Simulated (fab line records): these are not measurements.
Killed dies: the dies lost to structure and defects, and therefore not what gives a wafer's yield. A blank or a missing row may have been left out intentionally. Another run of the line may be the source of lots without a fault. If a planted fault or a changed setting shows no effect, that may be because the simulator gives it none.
What tool caused it? :: flow sky130 :: 6 lots with 18 wafers sampled at 3 steps, on a route of 708 steps

## WHAT THE GAUGES READ, wafer by wafer
SKY_LDD_HVP_OVL_MEAS_07.
lot: L453
measured: day 23 10:42
on: overlay-01
LDD_HVP_OVL (nm): 0.0 0.5 0.0

lot: L455
measured: day 24 01:34
on: overlay-01
LDD_HVP_OVL (nm): -0.2 -0.1 0.0

lot: L458
measured: day 25 01:39
on: overlay-02
LDD_HVP_OVL (nm): -0.9 0.0 -0.3

lot: L462
measured: day 26 23:54
on: overlay-01
LDD_HVP_OVL (nm): -1.7 -1.1 -0.8

lot: L466
measured: day 27 13:47
on: overlay-02
LDD_HVP_OVL (nm): -1.8 -0.3 -0.9

lot: L470
measured: day 29 20:20
on: overlay-02
LDD_HVP_OVL (nm): -0.3 0.5 0.3

## WHAT TOOL EACH LOT RAN ON (gives the tool, then ch and the chambers of the sampled wafers, and finally the start)
lot: L453
SKY_VT_ADJUST_HVTR_STRIP_10: plasmaAsher-01 ch 0,1, day 10 18:55
SKY_LDD_HVP_EXPOSE_04: ilineStepper-01 ch 0, day 22 19:56

lot: L455
SKY_VT_ADJUST_HVTR_STRIP_10: plasmaAsher-04 ch 0,1, day 11 08:02
SKY_LDD_HVP_EXPOSE_04: ilineStepper-02 ch 0, day 23 10:43

lot: L458
SKY_VT_ADJUST_HVTR_STRIP_10: plasmaAsher-03 ch 0,1, day 12 05:53
SKY_LDD_HVP_EXPOSE_04: ilineStepper-02 ch 0, day 24 10:58

lot: L462
SKY_VT_ADJUST_HVTR_STRIP_10: plasmaAsher-04 ch 0,1, day 13 08:38
SKY_LDD_HVP_EXPOSE_04: ilineStepper-01 ch 0, day 26 09:36

lot: L466
SKY_VT_ADJUST_HVTR_STRIP_10: plasmaAsher-01 ch 0,1, day 14 11:19
SKY_LDD_HVP_EXPOSE_04: ilineStepper-02 ch 0, day 26 23:43

lot: L470
SKY_VT_ADJUST_HVTR_STRIP_10: plasmaAsher-01 ch 0, day 16 17:49
SKY_LDD_HVP_EXPOSE_04: ilineStepper-02 ch 0, day 29 06:49
- SKY_VT_ADJUST_HVTR_STRIP_10: strips in O2/N2.
- SKY_LDD_HVP_EXPOSE_04: exposes mask HVPTM, target cd 700 nm.

## THE ANSWER, worked out from the rows above alone
Rule: the usual values come from the lots themselves. The widest of any qualifying gaps counts: lots, ordered by their means at a reading, are off when they make up no more than a third of the lots, leave a main group of 4 or more, and stand apart from it by 3 or more times the standard deviation of that group's means. If all means in a main group match to the digits the tables above print for the reading, that group is not used. Also off: a lot with no number at a reading for which 4 or more lots have one. The other lots that the step has rows for count as sound.
Nothing can be told from this: no lot is off at any reading shown.

## WHAT THE SIMULATOR HAD INSERTED
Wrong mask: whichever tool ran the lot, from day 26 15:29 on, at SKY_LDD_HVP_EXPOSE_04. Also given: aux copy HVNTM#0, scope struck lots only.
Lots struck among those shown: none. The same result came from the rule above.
